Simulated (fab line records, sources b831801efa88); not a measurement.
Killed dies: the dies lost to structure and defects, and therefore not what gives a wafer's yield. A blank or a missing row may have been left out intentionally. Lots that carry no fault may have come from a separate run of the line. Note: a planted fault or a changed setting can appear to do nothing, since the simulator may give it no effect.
8D (eight disciplines) problem report, filled in by code / flow sky130 / the parts of the form that need people (team, actions taken, sign-off) are left out

== 1. WHAT IS WRONG ==
Across 9 wafers from 3 lots, GATE_OXIDE_OXIDATION_00_THK at SKY_GATE_OXIDE_THK_MEAS_02 averages 12.50 nm, while fault-free wafers read 10.26 nm with a standard deviation of 0.2. That puts it +11 standard deviations away from the usual mean.
The first sign was on wafer L301.3 at day 18 18:10, on film-metro-03. At this step, 39 wafers from 13 lots have a number in the record. Rule for "out" (also "out of limits"): further than 4 standard deviations from the usual mean. Any other wafer with a number is counted as sound.

== 2. WHAT IT IS, WHAT IT ISN'T ==
question=which readings at this step | is=GATE_OXIDE_OXIDATION_00_THK | is not=-
question=which lots | is=L301, L304, L305 | is not=L287, L289, L293, L294, L295, L296, L298, L302, L303, L310
question=which wafers of those lots | is=all that have a number | is not=-
question=read on which gauges | is=film-metro-02, film-metro-03, film-metro-04 | is not=-
question=when | is=from day 18 18:10 | is not=up to then (21 sound wafers); but 9 sound wafers of L302, L303, L310 came after

== 3. WHAT RULES OUT EACH SUSPECT ==
Counting: a tool stays on the suspect list if, at a process step up to the reading, it processed all lots that are out and no sound lot following the first of them.
- the gauge at SKY_GATE_OXIDE_THK_MEAS_02 has been ruled out. The wafers that are out were read on 3 gauges (film-metro-02, film-metro-03, film-metro-04).
- furnace-02 at SKY_GATE_OXIDE_OXIDATION_01 (stabilise 600 s, purge 300 s, target thk 10.268 nm): kept. Every lot that is out went through it, starting with L301 (day 18 16:44), and after that it ran no sound lot; the last sound lot it ran before then is L298 (day 16 09:07).
Remaining after the count: furnace-02 at SKY_GATE_OXIDE_OXIDATION_01.

== 4. THE CAUSE (what the simulator had put in) ==
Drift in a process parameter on furnace-02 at SKY_GATE_OXIDE_OXIDATION_01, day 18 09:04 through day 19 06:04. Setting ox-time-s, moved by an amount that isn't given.
After counting, this tool was the only one left.

== 5. SEQUENCE OF EFFECTS, ordered by route ==
Each row: a reading whose mean over the struck wafers that have a number lies more than 3 standard deviations from the usual. Only readings whose record carries a usual standard deviation are examined. hours: median over the lots of the time between each lot's start at the first step of this table that gives one and its start at this step. sigmas: the change, counted in usual standard deviations.
hours=0; step=SKY_GATE_OXIDE_THK_MEAS_02; reading=GATE_OXIDE_OXIDATION_00_THK; usual=10.26 nm; on struck wafers=12.50; change=+2.24; sigmas=+11

== 6. WHAT WOULD HAVE CAUGHT IT SOONER ==
In this record the first reading out of limits at a measuring or inspecting step was taken at day 18 18:10, 9 hours after the fault began at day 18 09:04.
No tool reading at SKY_GATE_OXIDE_OXIDATION_01 that has a usual standard deviation in the record was out on any struck wafer, so an alarm limit of 4 standard deviations on those readings would not have fired.
Among the 3 lots that are out, L304, L305 began SKY_GATE_OXIDE_OXIDATION_01 on furnace-02 after day 18 18:10. A hold on the tool at that time would have spared those 2.
